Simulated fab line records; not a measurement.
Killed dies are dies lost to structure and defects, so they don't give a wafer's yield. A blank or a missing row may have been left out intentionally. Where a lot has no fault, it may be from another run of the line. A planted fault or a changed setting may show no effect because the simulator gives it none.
fab line records	flow gf180mcu
[record] lots = 6	wafers = 18	last_day = 34
route steps=602 shown V4@486
lots that met no fault: taken from a fault-free run of the same line
start_h: the number of hours between the record's first day and the start of the first shown wafer of the lot	wait_h: how many hours have passed since the lot's step before this one	" unchanged from the row above	L1.1+2: one row covering several wafers at once	- either no value or no given start	* or withheld: withheld	< > ~ a bound
route shown NAME@n: NAME is a module with steps in the file, n the number in the route of the first one	usual: the fault-free wafers' mean and standard deviation	same: alike in all rows	chamber/n: place in a boat	sites: per-site readings	_std_site: how widely they spread, as a standard deviation	_edge_site: inner sites' mean taken away from outer sites' mean	radius_mm: how far each site lies from the wafer's centre	mask NAME#n: copy n	behind: the last tool/chamber to shape the wafer	hold: the reason the lot was held/the length of the hold in hours/how it ended	device: the n, p or np transistor that did not switch	end of line: the same wafers' tests at the end of the route	a step with no rows: only its recipe	killed: at the first sort, the dies lost to defects and structure; wafer yield is something else	map: a wafer's dies, marking killed ones x, the rest . and places with no die _
set.NAME: the setting the step ran with; set.NAME@STEP: the setting that earlier step ran with	model.NAME: the simulator's own value behind a step, which no gauge read
a table for each step, a row for each wafer; lots at some steps of the route
services: from which hour (start_h, from the record's first day; less than 0 if before it) a tool's chamber was out of use, for how many hours, and why
[[steps]]
[step GF_V4_SOFTBAKE_10]
[recipe] temp_c = 130	time_s = 60	resist = KrF
[step GF_V4_EXPOSE_11]
[recipe] mask_id = Via4	target_cd_nm = 260	na = 0.68	source_shape = conventional	sigma_outer = 0.6	dose_mj = 38.61
[step GF_V4_PEB_12]
[recipe] peb_temp_c = 135	peb_time_s = 90	resist = KrF
[step GF_V4_DEVELOP_13]
[recipe] develop_time_s = 60	resist = KrF	dev_temp_c = 21
[step GF_V4_CD_MEAS_14]
[recipe] target_cd_nm = 260
[usual] cd_nm = 259.8/1.2
lot.wafer	tool	chamber	start_h	wait_h	cd_nm
L234.1	cd_sem-01	-	582.97	0.1	260.8
L234.3	"	-	"	"	260.4
L234.6	"	-	"	"	259.7
L235.1	cd_sem-02	-	589.22	0.1	259.2
L235.5	"	-	"	"	259.4
L235.6	"	-	"	"	258.3
L242.2	cd_sem-01	-	665.01	0.1	260.1
L242.3	"	-	"	"	260.3
L242.5	"	-	"	"	260.0
L245.1	cd_sem-02	-	668.22	0.1	262.0
L245.4	"	-	"	"	261.3
L245.5	"	-	"	"	262.2
L250.3	cd_sem-02	-	702.88	0.1	258.6
L250.4	"	-	"	"	259.2
L250.5	"	-	"	"	258.9
L254.1	cd_sem-01	-	728.09	0.1	260.7
L254.3	"	-	"	"	261.5
L254.5	"	-	"	"	260.7
[step GF_V4_OVL_MEAS_15]
[usual] V4_OVL = 2/6.8
lot.wafer	tool	chamber	start_h	wait_h	V4_OVL[nm]
L234.1	overlay-02	-	583.09	0.1	-1
L234.3	"	-	"	"	-8
L234.6	"	-	"	"	-2
L235.1	overlay-02	-	589.34	0.1	1
L235.5	"	-	"	"	0
L235.6	"	-	"	"	9
L242.2	overlay-01	-	665.12	0.1	13
L242.3	"	-	"	"	8
L242.5	"	-	"	"	4
L245.1	overlay-01	-	668.34	0.1	9
L245.4	"	-	"	"	18
L245.5	"	-	"	"	11
L250.3	overlay-01	-	702.97	0.1	3
L250.4	"	-	"	"	11
L250.5	"	-	"	"	0
L254.1	overlay-02	-	728.21	0.1	4
L254.3	"	-	"	"	6
L254.5	"	-	"	"	1
[step GF_V4_ETCH_16]
[recipe] chemistry = N2/H2	target_depth_a = withheld	overetch_a = withheld	time_s = withheld	target = BARC	ion_energy_ev = 200	source_w = 500	bias_w = 100	pressure_mtorr = 30	n2_flow_sccm = 100	h2_flow_sccm = 200
[usual] drypump_motor_current_A = 5.7/0.45	n2_flow_sccm = 100.0/0.31	oes_product_au = 0.854/0.0043	throttle_valve_pct = 13.223/0.009
lot.wafer	tool	chamber	start_h	wait_h	drypump_motor_current_A	n2_flow_sccm	oes_product_au	throttle_valve_pct
L234.1	rie_diel-01	1	583.13	0.0	5.8	100.5	0.853	13.233
L234.3	"	2	"	"	5.5	100.2	0.860	13.235
L234.6	"	2	"	"	5.5	100.3	0.860	13.226
L235.1	rie_diel-03	3	589.38	0.0	6.3	99.7	0.857	13.212
L235.5	"	2	"	"	5.4	100.2	0.854	13.226
L235.6	"	3	"	"	6.3	100.1	0.858	13.239
L242.2	rie_diel-01	0	665.15	0.0	4.9	99.9	0.862	13.209
L242.3	"	1	"	"	5.8	100.4	0.856	13.211
L242.5	"	0	"	"	4.9	100.6	0.858	13.206
L245.1	rie_diel-02	3	668.38	0.0	5.3	100.2	0.850	13.234
L245.4	"	2	"	"	6.1	100.1	0.858	13.220
L245.5	"	2	"	"	6.1	100.2	0.855	13.215
L250.3	rie_diel-02	0	703.00	0.0	6.3	100.2	0.852	13.219
L250.4	"	2	"	"	6.1	100.0	0.856	13.236
L250.5	"	0	"	"	6.3	100.3	0.858	13.224
L254.1	rie_diel-02	1	728.25	0.0	5.9	100.1	0.857	13.228
L254.3	"	0	"	"	6.3	100.3	0.857	13.222
L254.5	"	3	"	"	5.3	100.1	0.852	13.220
[step GF_V4_ETCH_17]
[recipe] chemistry = C4F8/O2/Ar	mask_material = KrF	target = SiO2	stop_on = TiN	source_w = 1500	bias_w = 1200	pressure_mtorr = 40	c4f8_flow_sccm = withheld	O2_flow_sccm = 6	Ar_flow_sccm = 300	time_s = withheld	target_depth_a = 6300
[usual] oes_product_au = 0.856/0.0045
lot.wafer	tool	chamber	start_h	wait_h	oes_product_au
L234.1	rie_diel-01	1	-	-	0.862
L234.3	"	2	"	"	0.855
L234.6	"	2	"	"	0.858
L235.1	rie_diel-03	3	-	-	0.864
L235.5	"	2	"	"	0.857
L235.6	"	3	"	"	0.858
L242.2	rie_diel-01	0	-	-	0.851
L242.3	"	1	"	"	0.860
L242.5	"	0	"	"	0.854
L245.1	rie_diel-02	3	-	-	0.852
L245.4	"	2	"	"	0.858
L245.5	"	2	"	"	0.852
L250.3	rie_diel-02	0	-	-	0.856
L250.4	"	2	"	"	0.858
L250.5	"	0	"	"	0.853
L254.1	rie_diel-02	1	-	-	0.854
L254.3	"	0	"	"	0.852
L254.5	"	3	"	"	0.857
[step GF_V4_STRIP_18]
[recipe] chemistry = O2/N2	power_w = 1400	pressure_mtorr = 1500	platen_temp_c = 250	o2_flow_sccm = 3000	n2_flow_sccm = 300	overash_fraction = 0.5
[usual] drypump_motor_current_A = 6.1/0.49	heater_power_w = 345/31	n2_flow_sccm = 300.0/0.97	oes_product_au = 0.592/0.005
lot.wafer	tool	chamber	start_h	wait_h	drypump_motor_current_A	heater_power_w	n2_flow_sccm	oes_product_au	rf_hours_counter_h
L234.1	plasma_asher-02	1	583.26	-	6.3	346	299.6	0.590	95
L234.3	"	0	"	"	5.4	341	300.7	0.596	-
L234.6	"	0	"	"	5.4	338	300.2	0.586	-
L235.1	plasma_asher-03	1	589.51	-	6.6	390	300.1	0.592	49
L235.5	"	0	"	"	5.6	307	298.8	0.589	-
L235.6	"	1	"	"	6.6	388	301.7	0.599	-
L242.2	plasma_asher-03	1	665.28	-	6.6	386	301.2	0.600	57
L242.3	"	0	"	"	5.6	307	299.8	0.591	-
L242.5	"	1	"	"	6.6	385	300.9	0.596	-
L245.1	plasma_asher-02	0	668.51	-	5.4	345	300.0	0.592	104
L245.4	"	0	"	"	5.4	339	300.5	0.595	-
L245.5	"	0	"	"	5.3	346	299.2	0.594	-
L250.3	plasma_asher-01	0	703.16	-	6.6	327	301.6	0.596	-
L250.4	"	1	"	"	6.3	370	300.6	0.589	-
L250.5	"	1	"	"	6.3	369	301.2	0.590	-
L254.1	plasma_asher-03	1	728.37	-	6.6	396	299.7	0.579	63
L254.3	"	1	"	"	6.6	387	301.0	0.587	-
L254.5	"	0	"	"	5.6	305	301.2	0.596	-
[step GF_V4_STRIP_19]
[recipe] chemistry = post_etch_residue_remover	time_s = 1200	temp_c = 72.5
[step GF_V4_CLEAN_20]
[recipe] chemistry = DIW	dry = n2_spin
[step GF_V4_SPUTTER_21]
[recipe] material = Ti	target_thk_nm = 15	chamber_pressure_pa = 5	power_w = 2500	substrate_temp_c = 200	time_s = 80.02
[usual] chamber_pressure_pa = 5.001/0.011	throttle_valve_pct = 30.0/0.85
[same] time_s = 80.02
lot.wafer	tool	chamber	start_h	wait_h	chamber_pressure_pa	throttle_valve_pct
L234.1	pvd_sputter-03	-	583.79	0.0	4.998	30.0
L234.3	"	-	"	"	5.000	30.2
L234.6	"	-	"	"	5.006	30.3
L235.1	pvd_sputter-02	-	590.04	0.0	5.000	29.5
L235.5	"	-	"	"	4.975	28.7
L235.6	"	-	"	"	5.000	29.6
L242.2	pvd_sputter-03	-	665.86	0.0	5.003	30.2
L242.3	"	-	"	"	4.999	31.1
L242.5	"	-	"	"	4.996	29.6
L245.1	pvd_sputter-03	-	669.04	0.0	4.989	30.3
L245.4	"	-	"	"	5.018	29.2
L245.5	"	-	"	"	5.019	29.5
L250.3	pvd_sputter-04	-	703.67	0.0	4.990	30.9
L250.4	"	-	"	"	4.994	31.4
L250.5	"	-	"	"	5.010	30.9
L254.1	pvd_sputter-02	-	728.91	0.0	5.004	29.6
L254.3	"	-	"	"	4.991	29.6
L254.5	"	-	"	"	5.014	29.6
[step GF_V4_SPUTTER_22]
[recipe] material = TiN	target_thk_nm = 10	chamber_pressure_pa = 5	power_w = 4000	time_s = 40
[usual] chamber_pressure_pa = 5.001/0.012	throttle_valve_pct = 30.0/0.86
lot.wafer	tool	chamber	start_h	wait_h	chamber_pressure_pa	throttle_valve_pct	model.TiN_of_V4_SPUTTER_22.thk_nm
L234.1	pvd_sputter-03	-	583.85	0.0	5.007	30.5	10.17
L234.3	"	-	"	"	5.007	30.2	9.897
L234.6	"	-	"	"	4.994	30.3	9.832
L235.1	pvd_sputter-02	-	590.10	0.0	4.999	29.6	9.752
L235.5	"	-	"	"	5.008	28.8	9.983
L235.6	"	-	"	"	5.008	29.4	9.706
L242.2	pvd_sputter-03	-	665.92	0.0	4.993	30.2	4.969
L242.3	"	-	"	"	4.979	31.2	4.976
L242.5	"	-	"	"	4.986	29.5	5.125
L245.1	pvd_sputter-03	-	669.10	0.0	4.990	30.2	5.186
L245.4	"	-	"	"	5.021	29.6	4.908
L245.5	"	-	"	"	5.008	29.4	5.026
L250.3	pvd_sputter-04	-	703.73	0.0	5.002	31.0	9.942
L250.4	"	-	"	"	5.006	31.1	10.17
L250.5	"	-	"	"	5.007	31.1	9.998
L254.1	pvd_sputter-02	-	728.97	0.0	5.006	29.8	9.849
L254.3	"	-	"	"	4.997	29.6	10.31
L254.5	"	-	"	"	5.001	29.5	9.896
[step GF_V4_CVD_23]
[recipe] material = W	target_thk_nm = 350	time_s = 104.9	temp_c = 400	pressure_torr = 40
[usual] heater_power_w = 858/190
[same] time_s = 104.9
lot.wafer	tool	chamber	start_h	wait_h	heater_power_w
L234.1	cvd_w-02	1	583.89	0.0	622
L234.3	"	1	"	"	651
L234.6	"	1	"	"	642
L235.1	cvd_w-02	0	590.14	0.0	904
L235.5	"	1	"	"	633
L235.6	"	0	"	"	906
L242.2	cvd_w-01	0	665.96	0.0	701
L242.3	"	1	"	"	1099
L242.5	"	0	"	"	689
L245.1	cvd_w-01	1	669.14	0.0	1125
L245.4	"	0	"	"	698
L245.5	"	0	"	"	715
L250.3	cvd_w-02	0	703.80	0.1	912
L250.4	"	1	"	"	650
L250.5	"	1	"	"	646
L254.1	cvd_w-02	1	729.01	0.0	666
L254.3	"	1	"	"	658
L254.5	"	0	"	"	890
[[services]]
tool	chamber	start_h	hours	kind
rie_diel-03	3	561.84	1.8	repair
rie_diel-02	2	563.84	-	clean
rie_diel-02	2	563.84	13.7	scheduled_down
rie_diel-02	2	563.84	13.7	vent_cycle
cvd_w-01	-	567.73	1.3	repair
cvd_w-02	0	570.76	3.4	repair
cvd_w-01	0	572.22	5.7	repair
pvd_sputter-02	-	580.21	3.0	repair
rie_diel-02	2	584.24	8.5	repair
plasma_asher-01	-	590.82	1.9	repair
pvd_sputter-02	-	597.04	2.7	repair
cvd_w-02	0	600.22	2.7	repair
pvd_sputter-04	-	601.19	1.1	repair
pvd_sputter-03	-	617.45	0.5	repair
rie_diel-03	1	618.94	3.9	repair
rie_diel-01	3	640.46	5.0	repair
rie_diel-01	3	649.36	2.7	repair
rie_diel-03	-	665.11	2.8	pm
cvd_w-01	-	673.77	0.2	repair
plasma_asher-02	-	684.72	2.8	pm
rie_diel-02	3	706.43	9.6	repair
pvd_sputter-03	-	715.53	5.8	repair
plasma_asher-03	-	716.38	9.2	repair
pvd_sputter-04	-	718.45	0.8	repair
[[key]]
first_sign none at tools or gauges
[model_effect] step = GF_V4_SPUTTER_22	value = TiN_of_V4_SPUTTER_22.thk_nm	without = 9.869	struck = 5.032
met_at GF_V4_SPUTTER_22
struck_wafers L242.2,L242.3,L242.5,L245.1,L245.4,L245.5
sort_left_out L242.2,L242.3,L242.5,L245.1,L245.4,L245.5
onset_between 583.85 665.92
also_fits GF_V4_SPUTTER_21:pvd_sputter-03
[fault] kind = process_parameter_drift	tool = pvd_sputter-03	chamber = -	onset_h = 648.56	steps = GF_V4_SPUTTER_22	channel = target_thk_nm	offset = -4.8374	shape = step	end_h = 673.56	acts_in = these_recipes_only	stated = 10
// sort_left_out: the simulated sort isn't trusted on such a fault, so these wafers' sort isn't shown, and their yield isn't known
